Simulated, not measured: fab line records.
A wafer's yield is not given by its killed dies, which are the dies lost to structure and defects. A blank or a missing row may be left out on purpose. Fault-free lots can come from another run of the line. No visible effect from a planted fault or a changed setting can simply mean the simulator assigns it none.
Comparing a struck lot with a sound one | flow gf180mcu | 43 out of 602 route steps
Sound: the wafers L526.1, L526.2, L526.6. Struck: wafer L535.6 (left out: L535.3, L535.4 of the same lot, which were not struck); the cause appears at the end.
For every step that has rows: the tool of each side, followed by ch and its chambers, followed by its first start. Under that, the readings that differ: sound wafers | struck wafers | difference of the means | sigmas: that difference in standard deviations of wafers without a fault.
alike: readings with means less than 2 such deviations apart, plus words and numbers identical on both sides. not compared: withheld readings, readings lacking a value on some wafer, bounds such as >300 that could conceal the same value, and numbers that have no deviation in the record and whose values overlap.
The two part at a step that has a row with sigmas, a row that says differs or no value, or rows on one side only. Numbers that have no deviation but don't overlap get no sigmas and don't part them. A reading that every wafer of one side lacks parts them only if that side has two wafers or more.

first, 3 steps without rows for these wafers: GF_V2_STRIP_19 (strips in post etch residue remover, time 1200 s); GF_V2_CLEAN_20 (cleans in DIW); GF_V2_SPUTTER_21 (material Ti, target thk 15 nm, time 80.02 s).
GF_V2_SPUTTER_22: material TiN, target thk 10 nm, time 40 s.
  sound on pvd sputter-01 at day 25 04:01; struck on pvd sputter-02 at day 27 16:49
  alike: throttle valve pct
then, 1 step without rows for these wafers: GF_V2_CVD_23 (deposits W, target thk 350 nm, time 104.94 s).
GF_V2_RS_MEAS_24: a four-point-probe measurement.
  sound on film metro-04 at day 25 04:10; struck on film metro-03 at day 27 17:01
  alike: V2_W_RS
GF_V2_THK_MEAS_25: measures by xrf.
  sound on film metro-04 at day 25 04:17; struck on film metro-03 at day 27 17:07
  alike: V2_W_THK
then, 2 steps without rows for these wafers: GF_V2_CMP_26 (polishes, stops on SiO2, t overpolish 15 s, target thk 0 nm); GF_M3_SPUTTER_00 (material Ti, target thk 37.5 nm, time 150 s).
GF_M3_SPUTTER_01: material TiN, target thk 30 nm, time 25 s.
  sound on pvd sputter-03 at day 25 04:45; struck on pvd sputter-01 at day 27 17:33
  alike: throttle valve pct
then, 1 step without rows for these wafers: GF_M3_SPUTTER_02 (material AlCu, target thk 450 nm, time 23.9 s).
GF_M3_SPUTTER_03: material Ti, target thk 10 nm, time 6.7 s.
  sound on pvd sputter-03 at day 25 04:49; struck on pvd sputter-01 at day 27 17:37
  alike: throttle valve pct
GF_M3_SPUTTER_04: material TiN, target thk 50 nm, time 41.7 s.
  sound on pvd sputter-03 at day 25 04:50; struck on pvd sputter-01 at day 27 17:38
  reading                                | sound             | struck | difference | sigmas
  model.TiN_of_M3_SPUTTER_04.thk nm (nm) | 50.02 50.19 50.23 | 42.98  | -7.17      |
  alike: throttle valve pct
GF_M3_RS_MEAS_05: a four-point-probe measurement.
  sound on film metro-03 at day 25 04:52; struck on film metro-04 at day 27 17:43
  alike: M3_ALCU_RS
GF_M3_THK_MEAS_06: measures by xrf.
  sound on film metro-03 at day 25 04:59; struck on film metro-04 at day 27 17:49
  reading          | sound       | struck | difference | sigmas
  M3_ALCU_THK (nm) | 462 459 458 | 468    | +8         | +2
then, 7 steps without rows for these wafers: GF_M3_DEHYDRATE_07 (time 60 s); GF_M3_HMDS_08 (prime time 60 s); GF_M3_COAT_09 (resist thk 1000 nm); GF_M3_SOFTBAKE_10 (time 60 s); GF_M3_EXPOSE_11 (exposes mask Metal3, target cd 280 nm); GF_M3_PEB_12 (peb time 86.96 s); GF_M3_DEVELOP_13 (develop time 60 s).
GF_M3_CD_MEAS_14: the cd target is 280 nm.
  sound on cd sem-02 at day 26 02:11; struck on cd sem-01 at day 28 13:01
  alike: cd nm
GF_M3_OVL_MEAS_15:
  sound on overlay-01 at day 26 02:18; struck on overlay-02 at day 28 13:07
  reading     | sound     | struck | difference | sigmas
  M3_OVL (nm) | -2 -4 -12 | -16    | -10        | -2
then, 5 steps without rows for these wafers: GF_M3_METAL_ETCH_16 (etches the open film in Cl2/BCl3, stops on SiO2, target depth 627.5 nm, time 104.6 s); GF_M3_STRIP_17 (strips in O2/N2); GF_M3_STRIP_18 (strips in post etch residue remover, time 1200 s); GF_M3_CLEAN_19 (cleans in DIW); GF_V3_CVD_00 (deposits SiO2, target thk 600 nm, time 100 s).
GF_V3_THK_MEAS_01:
  sound on film metro-03 at day 26 03:10; struck on film metro-03 at day 28 13:55
  alike: V3_CVD_00_THK
GF_V3_CVD_02: deposits SiO2 from TEOS, target thk 850 nm, time 94.851 s.
  sound on pecvd-04 ch 1,2, day 26 03:14; struck on pecvd-03 ch 0, day 28 13:57
  alike: heater power w
GF_V3_THK_MEAS_03:
  sound on film metro-02 at day 26 03:18; struck on film metro-01 at day 28 14:02
  alike: V3_CVD_02_THK
GF_V3_CMP_04: polishes SiO2.
  sound on cmp-01 ch 1,2,3, day 26 03:28; struck on cmp-02 ch 3, day 28 14:08
  alike: motor current A, time to endpoint s
GF_V3_BOW_MEAS_05:
  sound on film metro-01 at day 26 03:43; struck on film metro-01 at day 28 14:25
  alike: V3_BOW
then, 8 steps without rows for these wafers: GF_V3_DEHYDRATE_06 (time 60 s); GF_V3_HMDS_07 (prime time 60 s); GF_V3_COAT_08; GF_V3_COAT_09 (resist thk 1000 nm); GF_V3_SOFTBAKE_10 (time 60 s); GF_V3_EXPOSE_11 (exposes mask Via3, target cd 260 nm); GF_V3_PEB_12 (peb time 90 s); GF_V3_DEVELOP_13 (develop time 60 s).
GF_V3_STRIP_19: strips in post etch residue remover, time 1200 s.
  sound on wet bench-04 ch 2, day 27 01:27; struck on wet bench-01 ch 3, day 29 09:52
  reading                                | sound             | struck | difference | sigmas
  model.TiN_of_M3_SPUTTER_04.thk nm (nm) | 49.18 49.35 49.39 | 42.14  | -7.17      |

== WHERE THEY PART ==
Last at GF_M3_OVL_MEAS_15 as far as this record goes, first at GF_M3_THK_MEAS_06. Later steps at which nothing parts them and some readings are alike: GF_V3_THK_MEAS_01, GF_V3_CVD_02, GF_V3_THK_MEAS_03, GF_V3_CMP_04, GF_V3_BOW_MEAS_05.

WHY: what the simulator had put in
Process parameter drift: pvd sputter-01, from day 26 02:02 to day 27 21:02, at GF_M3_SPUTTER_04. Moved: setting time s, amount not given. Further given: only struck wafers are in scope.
